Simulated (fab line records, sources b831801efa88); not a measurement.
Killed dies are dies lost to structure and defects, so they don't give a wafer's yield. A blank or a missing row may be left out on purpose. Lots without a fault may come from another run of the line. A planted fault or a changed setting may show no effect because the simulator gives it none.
One fault seen from 2 desks | flow sfq_line | each desk has only its own numbers; what lay behind them comes last

THE METROLOGY DESK
What the gauges read, lot by lot, whatever tool the lot ran on: means of the sampled wafers that have a number. A lot is out of limits, marked OUT, if its mean lies more than 4 standard deviations from the usual mean; the brackets give that distance.
Columns: A = L0_MONX_KI_RS at SFQ_L0_RS_MEAS_901, usual 43.7 ohm/sq; B = M1_NB_RS at SFQ_M1_RS_MEAS_909, usual 0.891 ohm/sq
lot  | first seen here | A    | B
L927 | day 1 12:35     | 43.9 | 0.894
L929 | day 1 22:34     | 44.3 | 0.891
L931 | day 2 08:35     | 43.9 | 0.886
L932 | day 2 13:36     | 43.8 | 0.900
L933 | day 2 18:34     | 43.7 | 0.883
L934 | day 2 23:35     | 43.8 | 0.898
L936 | day 3 09:34     | 44.0 | 0.869
L937 | day 3 14:36     | 43.7 | 0.901
L944 | day 5 01:34     | 44.1 | 0.918
L947 | day 5 16:34     | 43.5 | 0.887
L948 | day 5 21:34     | 43.0 | 0.894
L949 | day 6 02:36     | 43.6 | 0.905
L950 | day 6 07:34     | 43.9 | 0.906
This desk's finding: nothing out of limits on any of the 13 lots.

THE TOOL OWNER'S DESK: pvd_sputter-06
The tool's own readings at SFQ_TRILAYER_M1_DEP_SPUTTER_037 (material Nb, target thk 200 nm, time 133.3 s): means of the sampled wafers that have a number, for each lot that ran on this tool. A lot is out of limits, marked OUT, if its mean lies more than 4 standard deviations from the usual mean; the brackets give that distance.
Columns: A = throttle_valve_pct at SFQ_TRILAYER_M1_DEP_SPUTTER_037, usual 30.0 %
lot  | first seen here | A
L929 | day 11 11:44    | 30.6
L931 | day 12 02:08    | 30.9
L936 | day 12 23:44    | 30.3
L937 | day 13 09:25    | 30.4
L944 | day 15 07:47    | 29.1
This desk's finding: nothing out of limits on any of the 5 lots.

PUT TOGETHER
The metrology desk saw nothing out of limits.
The tool owner's desk saw nothing out of limits.

WHAT THE SIMULATOR HAD PUT IN
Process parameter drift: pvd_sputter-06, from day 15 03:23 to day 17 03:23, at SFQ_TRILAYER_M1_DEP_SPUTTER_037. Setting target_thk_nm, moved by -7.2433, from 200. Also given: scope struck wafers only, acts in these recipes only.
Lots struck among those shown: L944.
